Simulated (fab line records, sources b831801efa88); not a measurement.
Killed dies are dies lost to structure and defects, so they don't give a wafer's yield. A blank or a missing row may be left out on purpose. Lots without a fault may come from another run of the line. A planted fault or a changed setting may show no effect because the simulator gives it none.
A struck lot beside a sound one | flow sky130 | 17 steps out of a route of 708
Sound: wafers L744.2, L744.3, L744.4. Struck: wafers L739.2, L739.4, L739.6. The cause comes at the end.
At each step with rows: each side's tool, then ch and its chambers, then its first start. Under that, the readings that differ: sound wafers | struck wafers | difference of the means | sigmas: that difference in standard deviations of wafers without a fault.
alike: readings whose means differ by less than 2 such deviations, and words and numbers that are the same on both sides. not compared: withheld readings, readings that some wafer has no value for, bounds like >300 that may hide the same value, and numbers for which the record gives no deviation and whose values overlap.
The two part at a step that has a row with sigmas, a row that says differs or no value, or rows on one side only. Numbers that don't overlap but have no deviation are shown without sigmas and don't part them. A reading that every wafer of one side lacks parts them only if that side has two wafers or more.

SKY_LDD_HVN_OVL_MEAS_07:
  sound on overlay-02, day 24 05:41; struck on overlay-01, day 22 22:26
  alike: LDD_HVN_OVL
then, 1 step without rows for these wafers: SKY_LDD_HVN_IMPLANT_08.
SKY_LDD_HVN_STRIP_09: strips in O2/N2.
  sound on plasma_asher-01 ch 0,1, day 24 05:52; struck on plasma_asher-04 ch 1, day 22 22:37
  reading                      | sound             | struck            | difference | sigmas
  strip_time_to_endpoint_s (s) | 4.157 4.169 4.159 | 4.113 4.122 4.131 | -0.040     | -3
  alike: drypump_motor_current_A, o2_flow_sccm, oes_product_au
  not compared: rf_hours_counter_h
SKY_LDD_HVN_TW_MEAS_10:
  sound on film_metro-04, day 24 05:59; struck on film_metro-04, day 22 22:44
  alike: LDD_HVN_TW
then, 7 steps without rows for these wafers: SKY_LDD_HVP_DEHYDRATE_00 (time 60 s); SKY_LDD_HVP_HMDS_01 (prime time 60 s); SKY_LDD_HVP_COAT_02 (resist thk 300 nm); SKY_LDD_HVP_SOFTBAKE_03 (time 60 s); SKY_LDD_HVP_EXPOSE_04 (exposes mask HVPTM, target cd 700 nm); SKY_LDD_HVP_PEB_05; SKY_LDD_HVP_DEVELOP_06 (develop time 57.28 s).
SKY_LDD_HVP_OVL_MEAS_07:
  sound on overlay-02, day 25 11:40; struck on overlay-01, day 24 04:35
  alike: LDD_HVP_OVL
SKY_LDD_HVP_IMPLANT_08:
  sound on implanter-01 ch 0, day 25 11:44; struck on implanter-03 ch 0, day 24 04:39
  reading            | sound            | struck            | difference | sigmas
  beam_on_s (s)      | 9.97 10.00 10.13 | 11.87 11.87 11.90 | +1.85      | +10
  faraday_current_uA | 95.9 95.2 94.2   | 81.1 81.0 80.5    | -14.2      | -8
  alike: beam_energy_keV, end_station_pressure_torr
SKY_LDD_HVP_STRIP_09: strips in O2/N2.
  sound on plasma_asher-01 ch 0,1, day 25 11:51; struck on plasma_asher-03 ch 0,1, day 24 04:46
  alike: drypump_motor_current_A, o2_flow_sccm, oes_product_au, strip_time_to_endpoint_s
  not compared: rf_hours_counter_h
SKY_LDD_HVP_TW_MEAS_10:
  sound on film_metro-04, day 25 11:58; struck on film_metro-03, day 24 04:53
  reading    | sound             | struck            | difference | sigmas
  LDD_HVP_TW | 456.6 457.5 458.3 | 477.4 479.5 479.7 | +21.4      | +9
then, 1 step without rows for these wafers: SKY_LDD_LDN_DEHYDRATE_00 (time 60 s).
-- the record jumps here: 23 days lie between the struck wafers' starts before and after (it left off in module LDD_LDN and takes up again in module PAD_OPEN, whose first step shown is number 708 of the route) --
SKY_PAD_OPEN_PROBE_99:
  sound on prober-01, day 48 12:44; struck on prober-02, day 47 14:50
  reading                        | sound          | struck         | difference | sigmas
  model.etest.tip_p_5v.rs_ohm_sq | 2858 2841 2836 | 2543 2534 2537 | -307       |
  alike: killed_at_M0_to_M3, killed_at_M4_up, killed_at_contacts, killed_at_front_end, killed_at_other, killed_dies, killed_open, killed_short

WHERE THEY PART
First at SKY_LDD_HVN_STRIP_09; last, within this record, at SKY_LDD_HVP_TW_MEAS_10. Later steps at which nothing parts them and some readings are alike: SKY_PAD_OPEN_PROBE_99.

WHY: what the simulator had put in
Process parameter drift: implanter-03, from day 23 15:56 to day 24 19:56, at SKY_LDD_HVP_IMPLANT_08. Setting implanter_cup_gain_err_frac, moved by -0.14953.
